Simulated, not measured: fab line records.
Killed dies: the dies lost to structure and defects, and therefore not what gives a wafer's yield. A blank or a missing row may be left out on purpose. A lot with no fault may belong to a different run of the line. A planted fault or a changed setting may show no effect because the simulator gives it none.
Comparing a struck lot with a sound one | flow sky130 | 18 steps out of a route of 708
Sound: these wafers, L119.4, L119.5, L119.6. Wafers struck: L125.2, L125.3, L125.4. The cause comes at the end.
For every step that has rows: the tool of each side, followed by ch and its chambers, followed by its first start. Under that, the readings that differ: sound wafers | struck wafers | difference of the means | sigmas: that difference in standard deviations of wafers without a fault.
alike: a reading whose means differ by less than 2 such deviations, as well as words and numbers matching on both sides. not compared: withheld readings; readings where some wafer has no value; bounds like >300 that might hide an equal value; numbers whose values overlap and for which the record gives no deviation.
The two part at a step that has a row with sigmas, a row that says differs or no value, or rows on one side only. Numbers that don't overlap but have no deviation are shown without sigmas and don't part them. Lack of a reading on every wafer of one side parts them only where that side has two or more wafers.

first, 3 steps without rows for these wafers: SKY_VIA1_EXPOSE_09 (exposes mask VIM, target cd 150 nm); SKY_VIA1_PEB_10; SKY_VIA1_DEVELOP_11 (develop time 60 s).
SKY_VIA1_CD_MEAS_12: target cd 150 nm.
  sound: cd_sem-02 at day 36 19:42; struck: cd_sem-02 at day 38 14:28
  alike: cd_nm
SKY_VIA1_OVL_MEAS_13:
  sound: overlay-01 at day 36 19:47; struck: overlay-02 at day 38 14:34
  reading       | sound      | struck | difference | sigmas
  VIA1_OVL (nm) | -6 -14 -14 | 1 -3 4 | +12        | +2
SKY_VIA1_ETCH_14: etches BARC in N2/H2, stops on SiO2, time 45.9 s, target depth 60 nm.
  sound on rie_diel-04 ch 0,3, day 36 19:48; struck on rie_diel-03 ch 0,2,3, day 38 14:36
  alike: drypump_motor_current_A, h2_flow_sccm, oes_product_au, throttle_valve_pct
  not compared: rf_hours_counter_h
SKY_VIA1_ETCH_15: etches SiO2 in C4F8/O2/Ar, stops on TiN, target depth 351 nm, time 54 s.
  sound on rie_diel-04 ch 0,3, day 36 19:50; struck on rie_diel-03 ch 0,2,3, day 38 14:38
  alike: oes_product_au
  not compared: rf_hours_counter_h
SKY_VIA1_STRIP_16: strips in O2/N2.
  sound on plasma_asher-04 ch 0,1, day 36 19:55; struck on plasma_asher-01 ch 0,1, day 38 14:41
  reading                      | sound             | struck            | difference | sigmas
  strip_time_to_endpoint_s (s) | 4.427 4.441 4.443 | 4.486 4.497 4.467 | +0.046     | +3
  alike: drypump_motor_current_A, oes_product_au
  not compared: rf_hours_counter_h
then, 3 steps without rows for these wafers: SKY_VIA1_STRIP_17 (strips in post etch residue remover, time 1200 s); SKY_VIA1_CLEAN_18 (cleans in IPA, time 180 s); SKY_VIA1_CLEAN_19 (cleans in O3/DIW).
SKY_VIA1_SPUTTER_20: material TiN, target thk 20 nm, time 80 s.
  sound: pvd_sputter-02 at day 36 20:31; struck: pvd_sputter-02 at day 38 15:17
  alike: chamber_pressure_pa, throttle_valve_pct
SKY_VIA1_CVD_21: deposits W, target thk 270 nm, time 80.902 s.
  sound on cvd_w-02 ch 0,1, day 36 20:37; struck on cvd_w-02 ch 0,1, day 38 15:20
  reading                            | sound             | struck            | difference | sigmas
  chamber_pressure_Torr (Torr)       | 40.04 40.00 40.02 | 49.74 49.57 49.47 | +9.57      | +99 or more
  model.W_of_VIA1_CVD_21.thk_nm (nm) | 269.2 267.5 268.1 | 296.1 299.3 300.5 | +30.4      |
  alike: heater_power_w
  not compared: since_wet_clean_h
SKY_VIA1_RS_MEAS_22: a four-point-probe measurement.
  sound: film_metro-01 at day 36 20:44; struck: film_metro-01 at day 38 15:28
  reading            | sound             | struck            | difference | sigmas
  VIA1_W_RS (ohm/sq) | 0.428 0.431 0.430 | 0.389 0.385 0.383 | -0.044     | -11
SKY_VIA1_THK_MEAS_23: measures by xrf.
  sound: film_metro-01 at day 36 20:49; struck: film_metro-01 at day 38 15:34
  reading         | sound       | struck      | difference | sigmas
  VIA1_W_THK (nm) | 275 275 274 | 304 309 312 | +34        | +11
SKY_VIA1_CMP_24: polishes, stops on SiO2, t overpolish 15 s, target thk 0 nm.
  sound on cmp-02 ch 2,3, day 36 20:51; struck on cmp-01 ch 0,1,2, day 38 15:37
  reading                | sound          | struck         | difference | sigmas
  time_to_endpoint_s (s) | 67.3 65.8 66.4 | 72.6 75.3 76.6 | +8.3       | +3
  alike: head_pressure_psi, motor_current_A
SKY_METAL2_SPUTTER_00: material Ti, target thk 15 nm, time 10 s.
  sound: pvd_sputter-03 at day 36 21:09; struck: pvd_sputter-04 at day 38 15:55
  alike: chamber_pressure_pa, throttle_valve_pct
after that, 1 step had no rows for these wafers: SKY_PAD_OPEN_PROBE_99.

== WHERE THEY PART ==
Earliest at SKY_VIA1_OVL_MEAS_13; latest, in this record, at SKY_VIA1_CMP_24. Later steps at which nothing parts them and some readings are alike: SKY_METAL2_SPUTTER_00.

WHY: whatever the simulator had introduced
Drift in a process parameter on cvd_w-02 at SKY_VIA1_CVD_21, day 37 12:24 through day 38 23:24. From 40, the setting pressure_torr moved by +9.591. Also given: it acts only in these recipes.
